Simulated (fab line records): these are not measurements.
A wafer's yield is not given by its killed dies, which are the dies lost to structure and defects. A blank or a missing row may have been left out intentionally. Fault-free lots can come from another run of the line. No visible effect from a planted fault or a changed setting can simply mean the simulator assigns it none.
The same fault as seen by 2 desks | flow sfq_line | every desk sees just its own numbers, and what lay behind them comes last

TOOL OWNER'S DESK, cmp-02
The tool's own readings at SFQ_TRILAYER_I0_CMP_CMP_028 (polishes SiO2): means of the sampled wafers that have a number, for each lot that ran on this tool. Marked OUT: a lot whose mean sits more than 4 standard deviations from the usual mean, which makes it out of limits; the brackets give that distance.
Columns: A = motor_current_A at SFQ_TRILAYER_I0_CMP_CMP_028, usual 10.4 A; B = time_to_endpoint_s at SFQ_TRILAYER_I0_CMP_CMP_028, usual 216 s
lot  | first seen here | A    | B
L397 | day 14 02:52    | 9.7  | 222
L399 | day 14 14:48    | 10.1 | 224
L404 | day 16 15:35    | 10.9 | 224
L405 | day 17 05:23    | 11.2 | 213
L406 | day 17 08:32    | 10.6 | 213
L408 | day 18 04:37    | 11.6 | 211
L410 | day 19 01:07    | 9.8  | 198
L420 | day 22 08:54    | 10.3 | 217
This desk's finding: nothing out of limits on any of the 8 lots.

THE METROLOGY DESK
Means of the sampled wafers that have a number, per lot and without regard to the tool the lot ran on: this is what the gauges read. Marked OUT: a lot whose mean sits more than 4 standard deviations from the usual mean, which makes it out of limits; the brackets give that distance.
Columns: A = M8_OVL at SFQ_M8_OVL_MEAS_948, usual -3 nm
lot  | first seen here | A
L397 | day 86 23:02    | -3
L398 | day 87 06:14    | -2
L399 | day 87 07:26    | -2
L401 | day 91 08:13    | -11
L403 | day 92 00:13    | 2
L404 | day 92 12:14    | -1
L405 | day 92 14:38    | -5
L406 | day 92 18:16    | -2
L408 | day 93 02:38    | -1
L410 | day 93 12:14    | -2
L417 | day 96 22:23    | -5
L418 | day 97 20:26    | -10
L420 | day 98 01:14    | -2
This desk's finding: nothing out of limits on any of the 13 lots.

PUT TOGETHER
The tool owner's desk saw nothing out of limits.
Nothing out of limits was seen by the metrology desk.

WHAT WAS PUT IN BY THE SIMULATOR
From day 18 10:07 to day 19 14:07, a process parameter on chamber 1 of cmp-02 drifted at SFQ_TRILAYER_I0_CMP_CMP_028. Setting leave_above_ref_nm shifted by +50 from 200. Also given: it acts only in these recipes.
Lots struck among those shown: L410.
